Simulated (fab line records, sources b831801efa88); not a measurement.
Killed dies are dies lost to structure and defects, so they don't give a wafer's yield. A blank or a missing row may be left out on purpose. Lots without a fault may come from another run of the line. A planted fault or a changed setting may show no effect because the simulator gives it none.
Chamber matching | flow gf180mcu | GF_V4_CVD_00 on hdpcvd-01: 3 sister chambers
The step deposits SiO2, target thk 600 nm, time 100 s. 16 wafers are shown with their chamber, then 8 later ones without.

WAFERS WITH THEIR CHAMBER
wafer  | chamber | run_length_s (s) | pressure_mtorr (mTorr)
L428.4 | 1       | 128.6            | 5.972
L428.5 | 2       | 127.9            | 5.991
L428.6 | 0       | 129.2            | 5.998
L430.1 | 0       | 129.4            | 5.999
L430.3 | 1       | 128.6            | 5.997
L430.4 | 1       | 128.7            | 5.994
L438.2 | 1       | 128.7            | 5.990
L438.4 | 0       | 129.0            | 6.000
L438.6 | 1       | 128.6            | 5.988
L442.2 | 2       | 128.1            | 5.996
L442.4 | 2       | 127.9            | 6.001
L442.6 | 0       | 129.3            | 5.998
L443.3 | 0       | 128.9            | 5.997
L443.4 | 1       | 128.9            | 6.017
L443.6 | 0       | 128.8            | 6.003
L446.1 | 0       | 128.6            | 5.990

SIGNATURES (means of the wafers above)
reading        | chamber 0 | chamber 1 | chamber 2 | scatter within a chamber
run_length_s   | 129.029   | 128.683   | 127.967   | 0.213
pressure_mtorr | 5.99786   | 5.99300   | 5.99600   | 0.00966
Rule: a wafer's distance from a chamber is the root of the sum, over the readings, of the square of ((its reading less the chamber's mean) divided by the reading's scatter). The wafer belongs to the nearest chamber; if the next one is less than 2 further off, it can't be placed. The scatter: the root of (the sum of the squares of (reading less its chamber's mean) over the shown wafers, divided by (wafers less chambers)).

WAFERS WITHOUT THEIR CHAMBER
wafer  | run_length_s (s) | pressure_mtorr (mTorr)
L446.2 | 128.5            | 6.010
L446.6 | 128.8            | 5.996
L450.1 | 128.9            | 6.012
L450.4 | 129.4            | 5.991
L450.5 | 128.9            | 6.000
L451.2 | 128.6            | 5.990
L451.4 | 128.9            | 6.004
L451.6 | 128.0            | 6.018

WHICH CHAMBER EACH WENT THROUGH
wafer  | from the rows above          | in truth
L446.2 | can't be placed: 1 or 0 or 2 | 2
L446.6 | can't be placed: 1 or 0      | 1
L450.1 | can't be placed: 0 or 1      | 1
L450.4 | can't be placed: 0 or 1      | 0
L450.5 | can't be placed: 0 or 1      | 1
L451.2 | can't be placed: 1 or 0      | 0
L451.4 | can't be placed: 0 or 1      | 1
L451.6 | can't be placed: 2 or 1      | 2
Placed correctly: 0 of 8. Can't be placed from these rows: 8 (the true chamber is among the candidates in 8). Placed wrongly: 0.
